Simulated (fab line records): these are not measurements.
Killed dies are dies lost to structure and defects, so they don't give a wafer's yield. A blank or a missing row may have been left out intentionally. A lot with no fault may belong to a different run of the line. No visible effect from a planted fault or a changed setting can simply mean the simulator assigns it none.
Lot-split experiment -- flow sky130 -- on a route of 708 steps: 5 lots, 23 wafers read

ON THE SPLIT
At SKY_VT_ADJUST_LVTN_IMPLANT_08, the setting energyKev was moved away from the recipe's 30 on 4 of the 23 wafers read, by +4.7% to +4.8%. The other wafers ran this setting at the recipe's value.

Reading taken at the split's own step.

THE READING
In nm, at SKY_VT_ADJUST_LVTN_IMPLANT_08: implant.drpNm, which is the simulator's own figure and was read by no gauge. The file does not state a usual value for it.

wafer,"tool, chamber at the split",energyKev as run,against the recipe,"implant.drpNm, nm",against lot-mates on the recipe
L074.1,"implanter-03, 0",31.44,+4.8%,44.44,+1.47
L074.2,"implanter-03, 0",31.44,+4.8%,44.44,+1.47
L074.3,"implanter-03, 0",30,recipe,42.97,-
L074.4,"implanter-03, 0",30,recipe,42.97,-
L074.6,"implanter-03, 0",30,recipe,42.97,-
L077.1,"implanter-03, 0",30,recipe,42.97,-
L077.5,"implanter-03, 0",30,recipe,42.97,-
L077.6,"implanter-03, 0",30,recipe,42.97,-
L077.2,"implanter-03, 0",31.4,+4.7%,44.4,+1.43
L077.4,"implanter-03, 0",31.4,+4.7%,44.4,+1.43
L081.1,"implanter-01, 0",30,recipe,42.97,-
L081.2,"implanter-01, 0",30,recipe,42.97,-
L081.3,"implanter-01, 0",30,recipe,42.97,-
L081.4,"implanter-01, 0",30,recipe,42.97,-
L081.5,"implanter-01, 0",30,recipe,42.97,-
L084.2,"implanter-03, 0",30,recipe,42.97,-
L084.3,"implanter-03, 0",30,recipe,42.97,-
L084.4,"implanter-03, 0",30,recipe,42.97,-
L084.5,"implanter-03, 0",30,recipe,42.97,-
L084.6,"implanter-03, 0",30,recipe,42.97,-
L085.1,"implanter-03, 0",30,recipe,42.97,-
L085.3,"implanter-03, 0",30,recipe,42.97,-
L085.6,"implanter-03, 0",30,recipe,42.97,-

FIT RESULTS
A straight line over all 23 wafers: implant.drpNm changes by +0.306 nm for each +1% of energyKev; r = +1.00; the points scatter about the line by 0.00018 nm.
The same after taking each lot's own level away (the mean of its wafers on the recipe; 23 wafers): +0.306 nm for each +1%; r = +1.00; scatter 0.00018 nm.
On that fit, the largest move of energyKev shifts the reading by 1.5 nm.
The lots' own levels span 42.970 to 42.970 nm.
Hence the lot-to-lot level has little effect on the slope; both slopes agree.
Check: for one of the wafers moved furthest among these (+4.8%), held out of the fit, the line's prediction against its lot-mates is +1.47 nm. It came out at +1.47 nm against them.

FURTHER SPLITS ON THESE WAFERS
Before the reading, these wafers also passed through other splits. Each is held against what the fit with the lots' levels taken away leaves over:
other split on the same wafers,wafers away from the commonest value,r with implant.drpNm (lot level and that fit taken away)
SKY_FIELD_ISO_CVD_03 timeS,18,-0.48
SKY_FIELD_ISO_SOFTBAKE_09 tempC,5,-0.11
SKY_DNWELL_COAT_02 spinRpm,10,+0.05
SKY_NWELL_IMPLANT_11 energyKev,8,+0.09
SKY_NWELL_IMPLANT_24 energyKev,8,-0.42
SKY_VT_ADJUST_HVTP_COAT_02 spinRpm,7,-0.39
SKY_VT_ADJUST_HVTP_STRIP_10 pressureMtorr,10,+0.24

THE WHOLE CHAIN: every reading that the file lists as answering this split, in the file's order
step,what it does,reading,change (the file's fit),r (the file's)
SKY_VT_ADJUST_LVTN_IMPLANT_08,,"implant.rpNm (the simulator's own value, which no gauge read)",+0.961 nm for each +1% of the setting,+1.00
SKY_VT_ADJUST_LVTN_IMPLANT_08,,"implant.drpNm (the simulator's own value, which no gauge read)",+0.307 nm for each +1% of the setting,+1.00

THE FILE'S OWN FIT
implant.drpNm changes by +0.307 nm for each +1% of energyKev, r = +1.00.
